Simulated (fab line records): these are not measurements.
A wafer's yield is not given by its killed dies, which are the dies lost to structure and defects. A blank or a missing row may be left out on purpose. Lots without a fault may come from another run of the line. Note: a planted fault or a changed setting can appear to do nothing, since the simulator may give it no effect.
fab line records	flow sky130
record lots=6	wafers=18	lastDay=50
route steps=708 shown LDD_HVP@285 LDD_LDN@289 PAD_OPEN@708
lots with no fault: from the same line, run without faults
startH: the number of hours between the record's first day and the start of the first shown wafer of the lot	waitH: time in hours since the lot's previous step	" unchanged from the row above	L1.1+2: a single row standing in for several wafers	- no value present, or no start provided	* or withheld: withheld	< > ~ a bound
route shown NAME@n: names a module that has steps shown in the file, with the first one's number in the route	usual: average and standard deviation across the fault-free wafers	same: alike in all rows	chamber/n: place in a boat	sites: readings site by site	_std_site: the standard deviation of these	_edge_site: mean of outer sites minus mean of inner sites	radiusMm: for every site, how far away it sits from the centre of the wafer	mask NAME#n: copy n	behind: the tool/chamber that last shaped the wafer	hold: cause of the lot's hold/its duration in hours/its outcome	device: the transistor (n, p or np) that didn't switch	end of line: the tests these same wafers got at the end of their route	where a step has no rows: the recipe by itself	killed: at the first sort, the dies lost to defects and structure; wafer yield is something else	map: the dies of a wafer, with x for killed, . for not killed, _ for no die there
set.NAME: the setting as run; set.NAME@STEP: as run at that earlier step	model.NAME: the simulator's own value behind a step, which no gauge read
lots at selected steps of the route; one table per step, one row per wafer
services: a tool's chamber out of use, with start hour (startH, from the record's first day; less than 0 if before it), hours out, and reason
## steps
# step SKY_LDD_HVP_OVL_MEAS_07
# usual LDD_HVP_OVL=0.4/1.3
lot.wafer	tool	chamber	startH	waitH	LDD_HVP_OVL[nm]
L687.1	overlay-01	-	513.36	0.1	1.5
L687.3	"	-	"	"	0.4
L687.4	"	-	"	"	1.4
L688.2	overlay-01	-	516.42	0.1	1.9
L688.3	"	-	"	"	2.2
L688.6	"	-	"	"	-0.4
L692.3	overlay-01	-	554.20	0.1	-0.2
L692.5	"	-	"	"	1.5
L692.6	"	-	"	"	1.7
L694.3	overlay-01	-	574.12	0.1	0.9
L694.5	"	-	"	"	1.4
L694.6	"	-	"	"	1.6
L695.1	overlay-02	-	581.35	0.1	0.3
L695.2	"	-	"	"	-0.3
L695.4	"	-	"	"	1.1
L706.4	overlay-01	-	681.78	0.1	0.1
L706.5	"	-	"	"	0.7
L706.6	"	-	"	"	0.8
# step SKY_LDD_HVP_IMPLANT_08
# recipe species=B	energyKev=20	doseCm2=1.7e+13	tiltDeg=17.9
# step SKY_LDD_HVP_STRIP_09
# recipe chemistry=O2/N2	powerW=1400	pressureMtorr=1500	platenTempC=withheld	o2FlowSccm=3000	n2FlowSccm=300	overashFraction=0.5
# usual drypumpMotorCurrentA=5.85/0.24	oesProductAu=0.408/0.0043	stripTimeToEndpointS=4.133/0.016
lot.wafer	tool	chamber	startH	waitH	drypumpMotorCurrentA	oesProductAu	rfHoursCounterH	stripTimeToEndpointS
L687.1	plasmaAsher-04	0	513.55	0.1	5.95	0.401	38	4.138
L687.3	"	0	"	"	5.94	0.408	-	4.120
L687.4	"	1	"	"	5.89	0.408	-	4.130
L688.2	plasmaAsher-01	0	516.60	0.1	5.65	0.402	8	4.136
L688.3	"	0	"	"	5.61	0.404	-	4.138
L688.6	"	0	"	"	5.65	0.403	-	4.172
L692.3	plasmaAsher-04	1	554.41	0.1	5.91	0.410	-	4.123
L692.5	"	0	"	"	5.92	0.408	-	4.128
L692.6	"	1	"	"	5.94	0.406	-	4.145
L694.3	plasmaAsher-01	1	574.41	0.1	5.74	0.411	-	4.124
L694.5	"	0	"	"	5.68	0.403	-	4.123
L694.6	"	1	"	"	5.73	0.418	-	4.134
L695.1	plasmaAsher-01	0	581.53	0.1	5.61	0.409	14	4.109
L695.2	"	1	"	"	5.71	0.405	14	4.102
L695.4	"	0	"	"	5.62	0.409	-	4.123
L706.4	plasmaAsher-03	0	681.98	0.1	5.59	0.412	-	4.136
L706.5	"	1	"	"	6.25	0.410	-	4.119
L706.6	"	0	"	"	5.63	0.413	-	4.134
# step SKY_LDD_HVP_TW_MEAS_10
# usual LDD_HVP_TW=461.2/2.6
lot.wafer	tool	chamber	startH	waitH	LDD_HVP_TW
L687.1	filmMetro-01	-	513.65	0.1	458.1
L687.3	"	-	"	"	459.4
L687.4	"	-	"	"	457.9
L688.2	filmMetro-04	-	516.71	0.1	462.5
L688.3	"	-	"	"	463.2
L688.6	"	-	"	"	465.3
L692.3	filmMetro-04	-	554.50	0.1	464.9
L692.5	"	-	"	"	461.2
L692.6	"	-	"	"	463.1
L694.3	filmMetro-04	-	574.50	0.1	463.3
L694.5	"	-	"	"	463.1
L694.6	"	-	"	"	463.7
L695.1	filmMetro-03	-	581.63	0.1	460.0
L695.2	"	-	"	"	458.3
L695.4	"	-	"	"	458.4
L706.4	filmMetro-04	-	682.08	0.1	466.3
L706.5	"	-	"	"	465.4
L706.6	"	-	"	"	464.0
# step SKY_LDD_LDN_DEHYDRATE_00
# recipe tempC=200	timeS=60
# step SKY_LDD_LDN_HMDS_01
# recipe primeTimeS=60	primeTempC=120
# step SKY_LDD_LDN_COAT_02
# recipe resist=NOVOLAK	spinRpm=3000	resistThkNm=1140
# step SKY_LDD_LDN_SOFTBAKE_03
# recipe tempC=90	timeS=60	resist=NOVOLAK
# step SKY_LDD_LDN_EXPOSE_04
# recipe maskId=LDNTM	na=0.6	sourceShape=conventional	sigmaOuter=0.6	polarization=unpolarized	targetCdNm=700	doseMj=140
# step SKY_LDD_LDN_PEB_05
# recipe tempC=withheld	timeS=*	resist=NOVOLAK
# step SKY_LDD_LDN_DEVELOP_06
# recipe resist=NOVOLAK	developer=TMAH	developTimeS=60	devTempC=23
# step SKY_LDD_LDN_OVL_MEAS_07
# usual LDD_LDN_OVL=0.3/1.4
lot.wafer	tool	chamber	startH	waitH	LDD_LDN_OVL[nm]
L687.1	overlay-02	-	543.64	0.1	-1.2
L687.3	"	-	"	"	1.0
L687.4	"	-	"	"	2.0
L688.2	overlay-02	-	546.68	0.1	-1.1
L688.3	"	-	"	"	-0.9
L688.6	"	-	"	"	-0.5
L692.3	overlay-01	-	583.68	0.1	-1.1
L692.5	"	-	"	"	-2.0
L692.6	"	-	"	"	-0.2
L694.3	overlay-01	-	603.72	0.1	1.1
L694.5	"	-	"	"	0.5
L694.6	"	-	"	"	0.7
L695.1	overlay-01	-	610.31	0.1	1.0
L695.2	"	-	"	"	0.2
L695.4	"	-	"	"	-0.9
L706.4	overlay-02	-	708.93	0.1	-1.7
L706.5	"	-	"	"	-2.9
L706.6	"	-	"	"	-2.0
# step SKY_LDD_LDN_IMPLANT_08
# recipe species=As	energyKev=15	doseCm2=1.25e+13	tiltDeg=withheld	rotationDeg=23
# usual endStationPressureTorr=5.07e-06/2.7e-07	rotationDeg=22.998/0.022
lot.wafer	tool	chamber	startH	waitH	endStationPressureTorr	rotationDeg
L687.1	implanter-01	0	543.68	0.0	5.28e-06	22.999
L687.3	"	0	"	"	4.92e-06	23.021
L687.4	"	0	"	"	4.87e-06	23.028
L688.2	implanter-03	0	546.73	0.0	4.92e-06	22.997
L688.3	"	0	"	"	5.37e-06	22.986
L688.6	"	0	"	"	4.57e-06	22.995
L692.3	implanter-04	0	583.76	0.1	5.03e-06	23.030
L692.5	"	0	"	"	5.3e-06	22.991
L692.6	"	0	"	"	4.74e-06	23.007
L694.3	implanter-04	0	603.80	0.1	5.39e-06	23.016
L694.5	"	0	"	"	5.17e-06	23.012
L694.6	"	0	"	"	5.1e-06	23.008
L694.3	implanter-04	0	604.11	0.3	4.65e-06	22.979
L694.5	"	0	"	"	5.19e-06	23.006
L694.6	"	0	"	"	4.81e-06	22.990
L695.1	implanter-04	0	610.35	0.0	5.04e-06	23.013
L695.2	"	0	"	"	5.42e-06	23.011
L695.4	"	0	"	"	5.4e-06	23.007
L695.1	implanter-04	0	610.66	0.3	5.25e-06	22.984
L695.2	"	0	"	"	5.04e-06	23.004
L695.4	"	0	"	"	5.06e-06	23.002
L706.4	implanter-01	0	709.02	0.1	4.92e-06	23.045
L706.5	"	0	"	"	5.19e-06	23.052
L706.6	"	0	"	"	5.14e-06	23.024
# step SKY_LDD_LDN_IMPLANT_09
# recipe species=As	energyKev=15	doseCm2=1.25e+13	tiltDeg=withheld	rotationDeg=113
# step SKY_LDD_LDN_IMPLANT_10
# recipe species=As	energyKev=15	doseCm2=1.25e+13	tiltDeg=withheld	rotationDeg=203
# step SKY_LDD_LDN_IMPLANT_11
# recipe species=As	energyKev=15	doseCm2=1.25e+13	tiltDeg=withheld	rotationDeg=293
# step SKY_LDD_LDN_STRIP_12
# recipe chemistry=O2/N2	powerW=1400	pressureMtorr=1500	platenTempC=withheld	o2FlowSccm=3000	n2FlowSccm=300	overashFraction=0.5
# usual drypumpMotorCurrentA=5.80/0.24	oesProductAu=0.716/0.0045	stripTimeToEndpointS=14.19/0.037
lot.wafer	tool	chamber	startH	waitH	drypumpMotorCurrentA	oesProductAu	rfHoursCounterH	stripTimeToEndpointS
L687.1	plasmaAsher-03	0	544.28	0.1	5.60	0.713	75	14.21
L687.3	"	1	"	"	6.25	0.710	-	14.21
L687.4	"	0	"	"	5.60	0.717	-	14.23
L688.2	plasmaAsher-02	0	547.31	0.1	5.69	0.717	87	14.13
L688.3	"	0	"	"	5.69	0.717	-	14.19
L688.6	"	0	"	"	5.69	0.715	-	14.23
L692.3	plasmaAsher-01	1	584.34	0.1	5.72	0.720	-	14.17
L692.5	"	0	"	"	5.64	0.713	-	14.17
L692.6	"	1	"	"	5.72	0.724	-	14.14
L694.3	plasmaAsher-02	0	604.98	0.1	5.69	0.712	-	14.22
L694.5	"	1	"	"	5.91	0.720	-	14.23
L694.6	"	0	"	"	5.68	0.719	-	14.20
L695.1	plasmaAsher-03	0	611.55	0.1	5.62	0.717	83	14.15
L695.2	"	1	"	"	6.25	0.712	83	14.16
L695.4	"	1	"	"	6.25	0.716	-	14.17
L706.4	plasmaAsher-02	1	709.58	0.1	5.85	0.720	-	14.12
L706.5	"	0	"	"	5.70	0.710	-	14.11
L706.6	"	1	"	"	5.86	0.715	-	14.11
# step SKY_LDD_LDN_TW_MEAS_13
# usual LDD_LDN_TW=1494/8.8
lot.wafer	tool	chamber	startH	waitH	LDD_LDN_TW
L687.1	filmMetro-04	-	544.38	0.1	1501
L687.3	"	-	"	"	1488
L687.4	"	-	"	"	1488
L688.2	filmMetro-03	-	547.42	0.1	1498
L688.3	"	-	"	"	1502
L688.6	"	-	"	"	1493
L692.3	filmMetro-04	-	584.43	0.1	1500
L692.5	"	-	"	"	1509
L692.6	"	-	"	"	1502
L694.3	filmMetro-02	-	605.08	0.1	1587
L694.5	"	-	"	"	1593
L694.6	"	-	"	"	1596
L695.1	filmMetro-04	-	611.73	0.1	1620
L695.2	"	-	"	"	1609
L695.4	"	-	"	"	1612
L706.4	filmMetro-02	-	709.68	0.1	1483
L706.5	"	-	"	"	1481
L706.6	"	-	"	"	1487
# step SKY_LDD_LDN_CLEAN_14
# recipe chemistry=SC1/SC2	mix=1:4:20	tempC=70	timeS=150	dry=n2Spin
# step SKY_PAD_OPEN_PROBE_99
# usual killed_at_M0_to_M3=43/7.7	killed_at_M4_up=2.9/1.9	killedAtContacts=24/5.9	killedAtFrontEnd=16/5.1	killedAtOther=0.3/0.63	killedDies=86/10	killedOnRim=16/3.6	killedOpen=47/7.6	killedShort=39/6.8
# same grossDies=492	killedAtBackSide=0
lot.wafer	tool	chamber	startH	waitH	killed_at_M0_to_M3	killed_at_M4_up	killedAtContacts	killedAtFrontEnd	killedAtOther	killedDies	killedOnRim	killedOpen	killedShort	model.etest.tipSonos.rsOhmSq
L687.1	prober-01	-	1083.67	0.1	55	0	24	15	0	94	14	51	43	2646
L687.3	prober-01	-	1083.77	0.2	47	3	22	10	1	83	19	44	39	2640
L687.4	prober-01	-	1083.82	0.2	41	10	30	14	0	95	17	46	49	2608
L688.2	prober-02	-	1085.17	0.1	45	1	29	13	0	88	18	34	54	2552
L688.3	prober-02	-	1085.22	0.2	36	4	12	19	0	71	20	29	42	2550
L688.6	prober-02	-	1085.37	0.2	30	1	25	11	0	67	12	45	22	2576
L692.3	prober-02	-	1114.80	0.2	34	0	33	4	1	72	16	41	31	2623
L692.5	prober-02	-	1114.90	0.2	34	2	24	6	0	66	14	38	28	2697
L692.6	prober-02	-	1114.95	0.2	44	3	21	9	0	77	19	44	33	2597
L694.3	prober-02	-	1126.04	0.2	43	2	31	17	0	93	20	44	49	2282
L694.5	prober-02	-	1126.14	0.2	50	3	21	17	0	91	15	54	37	2298
L694.6	prober-02	-	1126.19	0.2	45	3	40	21	0	109	19	48	59	2275
L695.1	prober-01	-	1134.89	0.1	53	2	34	23	0	112	12	68	42	2397
L695.2	prober-01	-	1134.94	0.1	42	1	34	23	0	100	17	56	44	2342
L695.4	prober-01	-	1135.04	0.2	41	2	23	11	0	77	18	49	28	2346
L706.4	prober-02	-	1194.45	0.2	39	6	19	18	0	82	16	38	44	2748
L706.5	prober-02	-	1194.50	0.2	34	3	24	21	0	82	15	45	37	2768
L706.6	prober-02	-	1194.55	0.2	37	1	19	12	0	69	11	41	28	2720
# killed by level:class
L687.1 VIA1:geometricParticle:open=11 METAL1:geometricParticle:short=11 VIA2:geometricParticle:open=9 VIA3:geometricParticle:open=9 LOCAL_INTERCONNECT:geometricParticle:short=7 METAL2:geometricParticle:short=6 LI_CONTACT:geometricParticle:open=5 CONTACT:geometricParticle:open=5
L687.3 LI_CONTACT:geometricParticle:open=9 VIA1:geometricParticle:open=8 CONTACT:geometricParticle:open=7 METAL2:geometricParticle:short=7 METAL1:geometricParticle:short=6 VIA2:geometricParticle:open=6 VIA2:geometricParticle:short=5 FIELD_ISO:geometricParticle:short=4
L687.4 CONTACT:geometricParticle:open=11 VIA1:geometricParticle:short=9 CONTACT:geometricParticle:short=8 METAL1:geometricParticle:short=8 VIA1:geometricParticle:open=7 LI_CONTACT:geometricParticle:open=5 METAL2:geometricParticle:short=5 FIELD_ISO:geometricParticle:open=4
L688.2 METAL1:geometricParticle:short=11 CONTACT:geometricParticle:open=10 LOCAL_INTERCONNECT:geometricParticle:short=7 VIA1:geometricParticle:short=7 VIA3:geometricParticle:short=7 LI_CONTACT:geometricParticle:open=5 VIA1:geometricParticle:open=4 VIA2:geometricParticle:open=4
L688.3 VIA1:geometricParticle:open=6 METAL2:geometricParticle:short=6 VIA3:geometricParticle:open=6 CONTACT:geometricParticle:short=5 METAL3:geometricParticle:short=5 FIELD_ISO:geometricParticle:short=4 POLY_GATE:geometricParticle:short=4 POLY_GATE:geometricParticle:open=4
L688.6 VIA1:geometricParticle:open=12 CONTACT:geometricParticle:open=10 LI_CONTACT:geometricParticle:open=7 VIA2:geometricParticle:open=5 LI_CONTACT:geometricParticle:short=4 VIA1:geometricParticle:short=4 POLY_GATE:geometricParticle:open=3 POLY_GATE:geometricParticle:short=3
L692.3 LI_CONTACT:geometricParticle:open=12 LOCAL_INTERCONNECT:geometricParticle:short=6 VIA1:geometricParticle:open=6 VIA3:geometricParticle:open=6 VIA1:geometricParticle:short=5 CONTACT:geometricParticle:open=5 LI_CONTACT:geometricParticle:short=4 CONTACT:geometricParticle:short=4
L692.5 CONTACT:geometricParticle:open=8 VIA1:geometricParticle:open=8 METAL3:geometricParticle:short=7 LI_CONTACT:geometricParticle:open=6 LOCAL_INTERCONNECT:geometricParticle:short=5 VIA2:geometricParticle:open=5 VIA3:geometricParticle:open=5 METAL2:geometricParticle:short=4
L692.6 CONTACT:geometricParticle:open=11 VIA3:geometricParticle:open=10 VIA1:geometricParticle:open=8 VIA1:geometricParticle:short=5 METAL1:geometricParticle:short=5 POLY_GATE:geometricParticle:short=4 POLY_GATE:geometricParticle:open=3 LI_CONTACT:geometricParticle:open=3
L694.3 CONTACT:geometricParticle:open=9 METAL1:geometricParticle:short=8 FIELD_ISO:geometricParticle:open=7 VIA3:geometricParticle:open=6 CONTACT:geometricParticle:short=6 VIA1:geometricParticle:open=6 VIA1:geometricParticle:short=6 VIA2:geometricParticle:open=6
L694.5 VIA1:geometricParticle:open=11 CONTACT:geometricParticle:open=10 VIA3:geometricParticle:open=9 METAL1:geometricParticle:short=8 VIA2:geometricParticle:open=8 FIELD_ISO:geometricParticle:open=6 POLY_GATE:geometricParticle:short=5 LI_CONTACT:geometricParticle:open=5
L694.6 CONTACT:geometricParticle:open=9 LI_CONTACT:geometricParticle:short=8 LI_CONTACT:geometricParticle:open=8 CONTACT:geometricParticle:short=8 VIA1:geometricParticle:open=7 LOCAL_INTERCONNECT:geometricParticle:short=7 METAL1:geometricParticle:short=7 METAL2:geometricParticle:short=7
L695.1 CONTACT:geometricParticle:open=16 LI_CONTACT:geometricParticle:open=11 VIA1:geometricParticle:open=11 POLY_GATE:geometricParticle:short=8 VIA2:geometricParticle:open=8 POLY_GATE:geometricParticle:open=6 METAL1:geometricParticle:short=6 VIA2:geometricParticle:short=5
L695.2 CONTACT:geometricParticle:open=12 VIA1:geometricParticle:open=11 LI_CONTACT:geometricParticle:open=10 POLY_GATE:geometricParticle:short=9 VIA3:geometricParticle:open=9 FIELD_ISO:geometricParticle:open=5 METAL2:geometricParticle:short=5 LI_CONTACT:geometricParticle:short=4
L695.4 VIA1:geometricParticle:open=12 CONTACT:geometricParticle:open=9 VIA3:geometricParticle:open=6 LI_CONTACT:geometricParticle:open=5 CONTACT:geometricParticle:short=5 VIA2:geometricParticle:open=5 POLY_GATE:geometricParticle:short=4 METAL2:geometricParticle:short=4
L706.4 VIA1:geometricParticle:open=10 METAL2:geometricParticle:short=7 FIELD_ISO:geometricParticle:short=6 VIA3:geometricParticle:open=5 CONTACT:geometricParticle:open=5 METAL4:geometricParticle:short=5 FIELD_ISO:geometricParticle:open=4 POLY_GATE:geometricParticle:short=4
L706.5 CONTACT:geometricParticle:open=6 LOCAL_INTERCONNECT:geometricParticle:short=6 METAL2:geometricParticle:short=6 VIA2:geometricParticle:open=6 FIELD_ISO:geometricParticle:open=5 VIA1:geometricParticle:open=5 FIELD_ISO:geometricParticle:short=4 LI_CONTACT:geometricParticle:open=4
L706.6 CONTACT:geometricParticle:open=8 VIA2:geometricParticle:open=8 VIA1:geometricParticle:open=6 LI_CONTACT:geometricParticle:open=4 METAL2:geometricParticle:short=4 VIA3:geometricParticle:open=4 SPACER:geometricParticle:short=3 LOCAL_INTERCONNECT:geometricParticle:short=3
## services
tool	chamber	startH	hours	kind
implanter-01	-	499.82	4.5	pm
implanter-04	-	536.24	3.5	pm
plasmaAsher-04	-	538.11	0.7	repair
implanter-03	-	540.12	1.0	repair
implanter-03	-	541.19	2.7	repair
implanter-04	-	546.21	1.9	repair
plasmaAsher-02	-	553.83	4.9	pm
plasmaAsher-04	-	567.41	3.6	repair
implanter-03	-	568.04	6.7	repair
implanter-01	-	576.75	120.1	pm
plasmaAsher-02	-	589.34	9.6	repair
implanter-03	-	589.69	4.4	pm
implanter-03	-	599.94	44.4	pm
implanter-04	-	599.98	1.2	repair
plasmaAsher-01	-	601.80	28.1	pm
implanter-03	-	661.10	9.7	pm
implanter-04	-	662.30	2.0	repair
plasmaAsher-04	-	673.12	2.3	repair
plasmaAsher-03	-	682.43	3.5	repair
implanter-03	-	682.79	0.6	repair
implanter-01	-	703.15	5.7	repair
## key
firstSign step=SKY_LDD_LDN_IMPLANT_08	reading=visit	direction=added
effect step=SKY_LDD_LDN_TW_MEAS_13	reading=LDD_LDN_TW	direction=up	sigmas=12	usual=1494	struck=1603
modelEffect step=SKY_PAD_OPEN_PROBE_99	value=etest.tipSonos.rsOhmSq	without=2624	struck=2324
metAt SKY_LDD_LDN_IMPLANT_08
struckWafers L694.3,L694.5,L694.6,L695.1,L695.2,L695.4
testerLeftOut L694,L695
fault kind=repeatedStepWhole	tool=implanter-01,implanter-03,implanter-04	chamber=-	onsetH=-	steps=SKY_LDD_LDN_IMPLANT_08	times=1	scope=struckLotsOnly
# testerLeftOut: of these lots the tester's yield and bins aren't shown, on N5 and GAA mostly nor the transistor test; their killed dies are dies lost to structure and defects alone, not to doping, threshold or leakage, so they don't give the yield
